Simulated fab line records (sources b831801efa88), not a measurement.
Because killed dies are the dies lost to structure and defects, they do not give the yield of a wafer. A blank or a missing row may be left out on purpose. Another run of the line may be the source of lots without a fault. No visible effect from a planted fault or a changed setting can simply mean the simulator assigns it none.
Matching of chambers | flow gf180mcu | 3 sister chambers for GF_V2_CVD_02 on pecvd-04
The step deposits SiO2 from TEOS, target thk 850 nm, time 94.851 s. 3 wafers are shown with their chamber, then 7 later ones without.

## WAFERS, EACH WITH ITS CHAMBER
wafer  | chamber | heater power w (W)
L217.1 | 0       | 675
L218.1 | 2       | 657
L218.2 | 1       | 477

## WAFERS WHOSE CHAMBER IS MISSING
wafer  | heater power w (W)
L218.6 | 557
L226.1 | 629
L226.3 | 553
L226.4 | 571
L230.3 | 546
L230.5 | 576
L230.6 | 708

## WHICH CHAMBER EACH WENT THROUGH
wafer  | from the rows above          | in truth
L218.6 | can't be placed: 1 or 2 or 0 | 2
L226.1 | can't be placed: 2 or 0 or 1 | 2
L226.3 | can't be placed: 1 or 2 or 0 | 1
L226.4 | can't be placed: 2 or 1 or 0 | 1
L230.3 | can't be placed: 1 or 2 or 0 | 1
L230.5 | can't be placed: 2 or 0 or 1 | 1
L230.6 | can't be placed: 0 or 2      | 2
Correctly placed: 0 of 7. Unplaceable from these rows: 7, with the true chamber sitting among the candidates in 7. Placed wrongly: 0.
How it was worked out, from the rows above alone: a wafer's distance from a chamber is the root of the sum, over the readings, of the square of ((its reading less the chamber's mean) divided by the reading's scatter). If the next closest chamber is less than 2 further off than the closest, the wafer can't be placed; otherwise it belongs to the closest. For every chamber, the mean is computed from those of its wafers that are shown. The scatter (one wafer shown for each chamber): square how far every hidden wafer sits from the nearest shown wafer, average those squares and take the square root.
